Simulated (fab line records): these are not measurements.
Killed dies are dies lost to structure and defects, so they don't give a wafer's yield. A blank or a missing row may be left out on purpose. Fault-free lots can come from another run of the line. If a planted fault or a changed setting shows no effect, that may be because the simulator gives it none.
Which of the tools did it? | flow sky130 | route of 708 steps, sampled at 1 step: 12 lots, 36 wafers

== WHAT THE GAUGES READ, wafer by wafer ==
SKY_LI_CONTACT_OVL_MEAS_13.
lot  | measured     | on         | LI_CONTACT_OVL (nm)
L078 | day 30 23:17 | overlay-02 | 2 5 -1
L074 | day 31 04:37 | overlay-01 | -15 -12 -15
L080 | day 31 16:47 | overlay-02 | -3 -3 -9
L081 | day 31 21:29 | overlay-02 | 0 2 -4
L083 | day 32 18:08 | overlay-02 | 3 -4 1
L085 | day 33 03:10 | overlay-01 | -7 -2 -3
L087 | day 33 18:34 | overlay-02 | -7 -3 -2
L089 | day 34 10:00 | overlay-02 | -3 -9 -10
L091 | day 35 00:31 | overlay-02 | 1 -1 -1
L093 | day 35 15:49 | overlay-02 | 0 3 4
L095 | day 36 09:17 | overlay-01 | 0 4 2
L097 | day 36 20:07 | overlay-01 | -4 -3 -6

== WHAT TOOL EACH LOT RAN ON (gives the tool, then ch and the chambers of the sampled wafers, and finally the start) ==
The record shows no process step preceding these readings.

== THE ANSWER, worked out from the rows above alone ==
Rule: the usual values come from the lots themselves. The widest of any qualifying gaps counts: lots, ordered by their means at a reading, are off when they make up no more than a third of the lots, leave a main group of 4 or more, and stand apart from it by 3 or more times the standard deviation of that group's means. A main group whose means are all the same, to the digits that the tables above print for the reading, isn't used. Also off: a lot with no number at a reading for which 4 or more lots have one. Where the step has rows for the other lots, those lots are counted as sound.
Nothing can be told from this: no lot is off at any reading shown.

== WHAT WAS PUT IN BY THE SIMULATOR ==
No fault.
